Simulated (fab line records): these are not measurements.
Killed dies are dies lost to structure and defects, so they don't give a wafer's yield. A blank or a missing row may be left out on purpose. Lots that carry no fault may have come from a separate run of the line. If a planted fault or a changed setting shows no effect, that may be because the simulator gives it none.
Which of the tools did it? | flow sky130 | 14 lots, 42 wafers sampled, at 2 steps of a route of 708

## WHAT THE GAUGES SHOWED, per wafer
SKY_METAL3_CD_MEAS_13 targets a cd of 300 nm. Usual: cd_nm at 299.8 nm, with a standard deviation of 1.4.
lot  | measured     | on        | cd_nm (nm)        | flag
L565 | day 39 05:11 | cd_sem-02 | 299.8 299.8 301.8 |
L566 | day 39 09:41 | cd_sem-01 | 300.0 299.4 298.8 |
L567 | day 39 11:43 | cd_sem-02 | 299.9 300.8 299.2 |
L568 | day 39 19:40 | cd_sem-01 | 300.9 301.0 301.0 |
L569 | day 40 03:05 | cd_sem-01 | 299.4 299.3 299.2 |
L570 | day 40 11:31 | cd_sem-02 | 297.9 299.6 298.0 |
L572 | day 41 04:22 | cd_sem-02 | 297.1 296.7 296.8 |
L576 | day 42 06:46 | cd_sem-02 | 301.5 299.8 299.7 |
L582 | day 43 12:38 | cd_sem-02 | 300.3 300.2 299.2 |
L583 | day 44 04:17 | cd_sem-01 | 300.6 300.6 299.9 |
L584 | day 44 08:31 | cd_sem-01 | 301.4 299.1 299.9 |
L585 | day 44 11:52 | cd_sem-01 | 300.3 301.0 299.7 |
L586 | day 44 18:08 | cd_sem-02 | 301.2 299.8 300.7 |
L587 | day 44 22:41 | cd_sem-01 | 302.3 301.8 302.7 |

SKY_VIA3_BOW_MEAS_03. Usual: VIA3_BOW typically reads 79 um, with standard deviation 8.1.
lot  | measured     | on            | VIA3_BOW (um) | flag
L565 | day 39 06:47 | film_metro-03 | 84 75 70      |
L566 | day 39 11:17 | film_metro-03 | 67 84 77      |
L567 | day 39 13:21 | film_metro-03 | 77 81 71      |
L568 | day 39 21:21 | film_metro-04 | 77 74 62      |
L569 | day 40 04:48 | film_metro-04 | 88 83 75      |
L570 | day 40 13:08 | film_metro-04 | 88 83 76      |
L572 | day 41 06:17 | film_metro-04 | 75 82 82      |
L576 | day 42 08:25 | film_metro-03 | 81 83 84      |
L582 | day 43 14:14 | film_metro-04 | 88 78 76      |
L583 | day 44 06:02 | film_metro-03 | 74 87 77      |
L584 | day 44 10:10 | film_metro-04 | 73 72 76      |
L585 | day 44 13:29 | film_metro-04 | 77 75 73      |
L586 | day 44 19:44 | film_metro-04 | 83 83 88      |
L587 | day 45 00:17 | film_metro-04 | 76 90 83      |

## TOOL THAT RAN EACH LOT (tool first, then ch and the chambers of the sampled wafers, then the start)
There is no process step in the record ahead of these readings.

## WHAT THE TOOLS THEMSELVES READ (means of the sampled wafers that have a number; where no wafer has one, the mark that the record gives instead)
The record holds no such reading with a usual standard deviation.

## THE ANSWER, worked out from the rows above alone
Rule: a lot is off if the mean of its wafers that have a number lies more than 3 standard deviations from the usual mean. Also off: a lot with no number at a reading for which 4 or more lots have one. All remaining lots with rows at the step are treated as sound. After the gauges, taken in route order, come the tools' own readings; for these a lot's mean is taken, as printed above. The first step at which some lot is off is used, and at that step the reading that is off furthest; a lot without a number counts as furthest.
Nothing can be told from this: no lot is off at any reading shown.

## WHAT HAD BEEN PUT IN BY THE SIMULATOR
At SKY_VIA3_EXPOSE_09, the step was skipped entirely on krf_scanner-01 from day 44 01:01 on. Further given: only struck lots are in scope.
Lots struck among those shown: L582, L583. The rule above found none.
